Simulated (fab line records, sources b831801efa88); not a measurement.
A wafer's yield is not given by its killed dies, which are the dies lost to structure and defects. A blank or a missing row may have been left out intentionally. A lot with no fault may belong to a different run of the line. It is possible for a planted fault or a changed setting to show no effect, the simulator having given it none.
Problem report, 8D (eight disciplines) form, completed by code ; flow sfqLine ; the parts of the form that need people (team, actions taken, sign-off) are left out

1. THE ISSUE
Mean of rfFwdPowerW at SFQ_TRILAYER_I3_VIA_ETCH_VIA_ETCH_088: 418.1 W across 6 wafers in 2 lots; on wafers with no fault it is 497.8 W (standard deviation 1.7). That puts it -47 standard deviations away from the usual mean.
The step: etches SiO2 in CHF3, stops on Nb, target depth 260 nm.
First observed at day 42 15:30: wafer L166.4, on rieDiel-03. The record holds 42 wafers of 14 lots with a number at this step. Rule for "out" (also "out of limits"): further than 4 standard deviations from the usual mean. The rest of the wafers with a number are treated as sound.

2. WHAT IT IS, WHAT IT ISN'T
question;is;is not
which readings at this step;rfFwdPowerW;drypumpMotorCurrentA, oesProductAu
which lots;L166, L168;L157, L158, L159, L169, L170, L171, L172, L173, L174, L176, L179, L180
which wafers of those lots;all that have a number;-
read on which tools;rieDiel-03;rieDiel-02, rieDiel-04
when;from day 42 15:30;"up to then (9 sound wafers); but 27 sound wafers of L169, L170, L171, L172, L173, L174, L176, L179, L180 came after"

3. WHAT RULES OUT EACH SUSPECT
Counting: a tool stays on the suspect list if, at a process step up to the reading, it processed all lots that are out and no sound lot following the first of them.
- rieMetal-04 at SFQ_TRILAYER_M2_BARC_OPEN_METAL_ETCH_077 (etches BARC in O2, target depth 125 nm, time 41.7 s): ruled out as a lasting fault. The sound lots L169, L172, L173, L174, L180 went through it after L166, its earliest lot that is out (day 25 21:56).
- rieDiel-03 at SFQ_TRILAYER_I3_VIA_ETCH_VIA_ETCH_088 (etches SiO2 in CHF3, stops on Nb, target depth 260 nm): ruled out as a lasting fault. The sound lots L169, L170, L171, L173, L176, L180 went through it after L166, its earliest lot that is out (day 42 15:30).
Left after counting: nothing in the record.

4. THE CAUSE (what the simulator had put in)
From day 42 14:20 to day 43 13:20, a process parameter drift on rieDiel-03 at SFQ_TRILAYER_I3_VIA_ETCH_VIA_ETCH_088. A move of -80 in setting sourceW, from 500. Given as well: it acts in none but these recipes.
Counting ruled it out, wrongly.

5. THE CHAIN OF EFFECTS, in route order
One row per reading whose mean, taken over the struck wafers that have a number, lies over 3 standard deviations from the usual. Scope: only readings with a usual standard deviation given in the record; hours: median across lots of the time from each lot's start at the first step in this table that gives one to its start at this step; sigmas: change in usual standard deviations.
hours;step;reading;usual;on struck wafers;change;sigmas
0;SFQ_TRILAYER_I3_VIA_ETCH_VIA_ETCH_088;rfFwdPowerW;497.8 W;418.1;-79.7;-47
Process steps it contains:
- SFQ_TRILAYER_I3_VIA_ETCH_VIA_ETCH_088: etches SiO2 in CHF3, stops on Nb, target depth 260 nm.

6. HOW IT WOULD HAVE BEEN CAUGHT EARLIER
In this record the first reading out of limits was taken at day 42 15:30, 1 hour after the fault began at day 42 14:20.
